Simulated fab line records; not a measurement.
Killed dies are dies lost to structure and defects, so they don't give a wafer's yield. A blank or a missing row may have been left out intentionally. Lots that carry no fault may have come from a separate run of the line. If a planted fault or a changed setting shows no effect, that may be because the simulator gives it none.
Which tool is to blame? ; flow sky130 ; Sampling: 13 lots, 39 wafers, 3 of 708 route steps

## WHAT THE GAUGES SHOWED, per wafer
SKY_NWELL_THK_MEAS_02. Usual: for NWELL_OXIDATION_THK the level is 9.98 nm and the standard deviation is 0.2.
lot;measured;on;NWELL_OXIDATION_THK (nm);flag
L291;day 3 08:15;film_metro-01;10.08 10.10 10.04;
L292;day 3 08:19;film_metro-01;9.93 9.84 9.86;
L293;day 3 12:07;film_metro-03;10.22 9.92 10.14;
L294;day 3 12:39;film_metro-01;9.90 9.84 9.72;
L295;day 3 18:20;film_metro-03;10.25 10.00 10.23;
L296;day 3 21:53;film_metro-01;9.84 9.77 9.89;
L297;day 4 06:14;film_metro-01;10.23 10.14 10.10;
L300;day 4 17:04;film_metro-02;10.44 10.53 10.35;
L301;day 4 22:26;film_metro-03;9.92 10.07 10.10;
L302;day 5 04:56;film_metro-03;9.86 9.83 9.92;
L310;day 7 06:19;film_metro-01;10.19 9.97 9.82;
L311;day 7 15:29;film_metro-01;9.80 9.83 10.02;
L312;day 7 22:22;film_metro-03;10.16 10.09 9.99;

## EACH LOT AND THE TOOL THAT RAN IT (in order: tool; ch and the chambers of the sampled wafers; start)
lot;SKY_FIELD_ISO_DEVELOP_12;SKY_FIELD_ISO_CMP_27
L291;litho_track-02 ch 0, day 2 09:00;cmp-01 ch 0,1,2, day 3 02:47
L292;litho_track-02 ch 0, day 2 14:00;cmp-01 ch 0,2, day 3 03:05
L293;litho_track-02 ch 0, day 2 21:00;cmp-01 ch 0,2,3, day 3 09:45
L294;litho_track-04 ch 0, day 3 01:00;cmp-02 ch 2,3, day 3 09:53
L295;litho_track-02 ch 0, day 3 12:00;cmp-01 ch 0,1,3, day 3 16:06
L296;litho_track-01 ch 0, day 3 13:00;cmp-01 ch 0,3, day 3 17:27
L297;litho_track-02 ch 0, day 3 22:00;cmp-02 ch 1,3, day 4 03:22
L300;litho_track-04 ch 0, day 4 09:00;cmp-02 ch 1,2,3, day 4 14:14
L301;litho_track-04 ch 0, day 4 15:00;cmp-02 ch 0,1,3, day 4 19:56
L302;litho_track-01 ch 0, day 4 20:00;cmp-01 ch 0,2,3, day 5 02:11
L310;litho_track-01 ch 0, day 6 13:00;cmp-02 ch 0,3, day 6 20:44
L311;litho_track-01 ch 0, day 6 18:00;cmp-01 ch 1,3, day 7 09:17
L312;litho_track-02 ch 0, day 6 23:00;cmp-01 ch 2,3, day 7 16:59
- SKY_FIELD_ISO_DEVELOP_12: develop time 60 s.
- SKY_FIELD_ISO_CMP_27: polishes, stops on Si3N4, t overpolish 16 s, target thk 457.8 nm.

## WHAT THE TOOLS THEMSELVES READ (means of the sampled wafers that have a number; where no wafer has one, the mark that the record gives instead)
SKY_FIELD_ISO_DEVELOP_12. Usual: developer_temp_C at 20.98 C, with a standard deviation of 0.12.
lot;tool;developer_temp_C (C);flag
L291;litho_track-02;20.84;
L292;litho_track-02;20.88;
L293;litho_track-02;21.02;
L294;litho_track-04;20.81;
L295;litho_track-02;20.96;
L296;litho_track-01;21.00;
L297;litho_track-02;21.01;
L300;litho_track-04;20.99;
L301;litho_track-04;20.84;
L302;litho_track-01;21.00;
L310;litho_track-01;20.28;OFF
L311;litho_track-01;20.15;OFF
L312;litho_track-02;20.96;

SKY_FIELD_ISO_CMP_27. Usual: motor_current_A 12.1 A, standard deviation 1.3; overpolish_run_s 15.999 s, standard deviation 0.0094; time_to_endpoint_s 111 s, standard deviation 3.9.
lot;tool;motor_current_A (A);overpolish_run_s (s);time_to_endpoint_s (s);flag
L291;cmp-01;13.0;15.996;111;
L292;cmp-01;12.5;16.000;113;
L293;cmp-01;12.3;16.003;112;
L294;cmp-02;13.0;16.006;111;
L295;cmp-01;12.1;16.003;109;
L296;cmp-01;12.6;15.990;105;
L297;cmp-02;13.1;15.999;113;
L300;cmp-02;12.9;15.997;109;
L301;cmp-02;12.1;16.003;111;
L302;cmp-01;12.0;15.994;114;
L310;cmp-02;12.1;15.996;111;
L311;cmp-01;10.6;15.997;115;
L312;cmp-01;10.7;16.001;117;

## THE ANSWER, worked out from the rows above alone
Rule: lot off if the mean of its wafers having a number is beyond 3 standard deviations from the usual mean. A lot without any number at a reading at which 4 lots or more have one is off too. The other lots that the step has rows for count as sound. The gauges are gone through in route order, then the tools' own readings, and for those a lot's mean is taken as printed above. The first step at which some lot is off is used, and at that step the reading that is off furthest; a lot without a number counts as furthest.
Off, at SKY_FIELD_ISO_DEVELOP_12 on developer_temp_C: L310, L311.
A tool fits if, at that step or a process step before it, it ran every lot that is off, and no sound lot after the first of them. One fits: SKY_FIELD_ISO_DEVELOP_12 on litho_track-01. Its last sound lot is L302 (day 4 20:00), its first lot that is off L310 (day 6 13:00): a fault that began between those two fits.
The tool's own readings at SKY_FIELD_ISO_DEVELOP_12 bear it out: on the lots that are off they differ by more than 5 times the standard deviation of the sound lots' means. developer_temp_C reads 20.21 C there against 20.94 C on the sound lots.

## WHAT WAS PUT IN BY THE SIMULATOR
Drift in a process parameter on litho_track-01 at SKY_FIELD_ISO_DEVELOP_12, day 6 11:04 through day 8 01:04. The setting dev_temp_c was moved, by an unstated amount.
Struck lots among those shown: L310, L311. The rule above found the same.
